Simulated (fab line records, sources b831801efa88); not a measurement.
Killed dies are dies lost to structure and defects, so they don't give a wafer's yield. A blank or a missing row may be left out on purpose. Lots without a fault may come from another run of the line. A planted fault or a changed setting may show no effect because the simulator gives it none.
A struck lot beside a sound one | flow gf180mcu | 14 steps out of a route of 602
Sound: wafers L430.2, L430.3, L430.4. Struck: wafers L437.4, L437.5. (L437.6 of the same lot was not struck and is left out.) The cause comes at the end.
At each step with rows: each side's tool, then ch and its chambers, then its first start. Under that, the readings that differ: sound wafers | struck wafers | difference of the means | sigmas: that difference in standard deviations of wafers without a fault.
alike: readings whose means differ by less than 2 such deviations, and words and numbers that are the same on both sides. not compared: withheld readings, readings that some wafer has no value for, bounds like >300 that may hide the same value, and numbers for which the record gives no deviation and whose values overlap.
The two part at a step that has a row with sigmas, a row that says differs or no value, or rows on one side only. Numbers that don't overlap but have no deviation are shown without sigmas and don't part them. A reading that every wafer of one side lacks parts them only if that side has two wafers or more.

first, 4 steps without rows for these wafers: GF_V4_SOFTBAKE_10 (time 60 s); GF_V4_EXPOSE_11 (exposes mask Via4, target cd 260 nm); GF_V4_PEB_12 (peb time 90 s); GF_V4_DEVELOP_13 (develop time 60 s).
GF_V4_CD_MEAS_14: target cd 260 nm.
  sound on cd_sem-02, day 26 05:26; struck on cd_sem-01, day 28 13:43
  alike: cd_nm
GF_V4_OVL_MEAS_15:
  sound on overlay-02, day 26 05:32; struck on overlay-01, day 28 13:48
  alike: V4_OVL
GF_V4_ETCH_16: etches BARC in N2/H2.
  sound on rie_diel-04 ch 0,1,2, day 26 05:34; struck on rie_diel-01 ch 1,3, day 28 13:50
  alike: drypump_motor_current_A, oes_product_au, throttle_valve_pct
GF_V4_ETCH_17: etches SiO2 in C4F8/O2/Ar, stops on TiN, target depth 630 nm.
  sound on rie_diel-04 ch 0,1,2; struck on rie_diel-01 ch 1,3
  alike: oes_product_au
GF_V4_STRIP_18: strips in O2/N2.
  sound on plasma_asher-04 ch 0,1, day 26 05:41; struck on plasma_asher-04 ch 0,1, day 28 13:59
  alike: drypump_motor_current_A, heater_power_w, oes_product_au
  not compared: rf_hours_counter_h
then, 2 steps without rows for these wafers: GF_V4_STRIP_19 (strips in post etch residue remover, time 1200 s); GF_V4_CLEAN_20 (cleans in DIW).
GF_V4_SPUTTER_21: material Ti, target thk 15 nm, time 80.02 s.
  sound on pvd_sputter-04, day 26 06:14; struck on pvd_sputter-04, day 28 14:29
  alike: cathode_dc_power_W, throttle_valve_pct
GF_V4_SPUTTER_22: material TiN, target thk 10 nm, time 40 s.
  sound on pvd_sputter-04, day 26 06:17; struck on pvd_sputter-04, day 28 14:33
  reading                                | sound             | struck     | difference | sigmas
  model.TiN_of_V4_SPUTTER_22.thk_nm (nm) | 10.05 9.987 10.03 | 15.07 15.1 | +5.06      |
  alike: cathode_dc_power_W, throttle_valve_pct
GF_V4_CVD_23: deposits W, target thk 350 nm, time 104.9 s.
  sound on cvd_w-02 ch 0, day 26 06:22; struck on cvd_w-02 ch 0, day 28 14:42
  alike: heater_power_w

WHERE THEY PART
Nowhere in this record.

WHY: what the simulator had put in
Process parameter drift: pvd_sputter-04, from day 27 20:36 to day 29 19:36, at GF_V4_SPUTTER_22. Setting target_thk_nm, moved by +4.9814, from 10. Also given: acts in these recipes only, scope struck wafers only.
